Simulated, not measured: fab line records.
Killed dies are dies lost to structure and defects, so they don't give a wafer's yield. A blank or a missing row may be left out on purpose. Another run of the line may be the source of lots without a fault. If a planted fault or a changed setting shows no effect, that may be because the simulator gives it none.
Which tool is to blame? :: flow gf180mcu :: 39 wafers sampled from 13 lots at 1 step of a route of 602

WHAT EACH GAUGE READ, for each wafer
GF_M5_CD_MEAS_07: the cd target is 280 nm.
lot: L981
measured: day 27 04:33
on: cd sem-01
cd nm (nm): 280.8 280.0 280.7

lot: L983
measured: day 27 12:26
on: cd sem-02
cd nm (nm): 279.7 279.2 278.9

lot: L982
measured: day 27 15:12
on: cd sem-01
cd nm (nm): 280.5 280.5 280.0

lot: L985
measured: day 28 05:49
on: cd sem-01
cd nm (nm): 281.8 280.3 281.5

lot: L988
measured: day 29 02:04
on: cd sem-01
cd nm (nm): 282.0 280.5 280.1

lot: L989
measured: day 29 11:52
on: cd sem-01
cd nm (nm): 282.3 280.3 281.0

lot: L990
measured: day 29 13:17
on: cd sem-01
cd nm (nm): 278.0 278.1 277.2

lot: L991
measured: day 29 21:26
on: cd sem-01
cd nm (nm): 280.7 279.7 280.0

lot: L992
measured: day 30 00:09
on: cd sem-01
cd nm (nm): 279.1 278.1 278.4

lot: L994
measured: day 30 14:19
on: cd sem-01
cd nm (nm): 281.1 280.3 281.2

lot: L998
measured: day 31 18:32
on: cd sem-01
cd nm (nm): 278.9 278.8 277.8

lot: L999
measured: day 31 20:46
on: cd sem-02
cd nm (nm): 277.2 277.8 278.3

lot: L103
measured: day 32 17:17
on: cd sem-01
cd nm (nm): 279.5 280.8 281.4

TOOL THAT RAN EACH LOT (tool first, then ch and the chambers of the sampled wafers, then the start)
No process step before these readings appears in the record.

WHAT THE TOOLS THEMSELVES READ (means of the sampled wafers that have a number; where no wafer has one, the mark that the record gives instead)
The record holds no such reading with a usual standard deviation.

THE ANSWER, worked out from the rows above alone
Rule: the lots themselves supply what counts as usual. Put in order of their means at a reading, lots are off if they are a third of the lots or fewer, leave a main group of 4 or more, and stand apart from it by a gap of 3 or more times the standard deviation of the main group's means; of several such gaps the widest counts. A main group is skipped when, at the precision printed for the reading in the tables above, its means are all equal. A lot without any number at a reading at which 4 lots or more have one is off too. All remaining lots with rows at the step are treated as sound. Order of review: gauges by route order, followed by the tools' own readings, for which a lot's mean as printed above is used. At the first step where some lot is off, the reading lying furthest off is the one used; lots without a number count as furthest.
No lot is off at any reading shown: from this, nothing can be told.

WHAT HAD BEEN PUT IN BY THE SIMULATOR
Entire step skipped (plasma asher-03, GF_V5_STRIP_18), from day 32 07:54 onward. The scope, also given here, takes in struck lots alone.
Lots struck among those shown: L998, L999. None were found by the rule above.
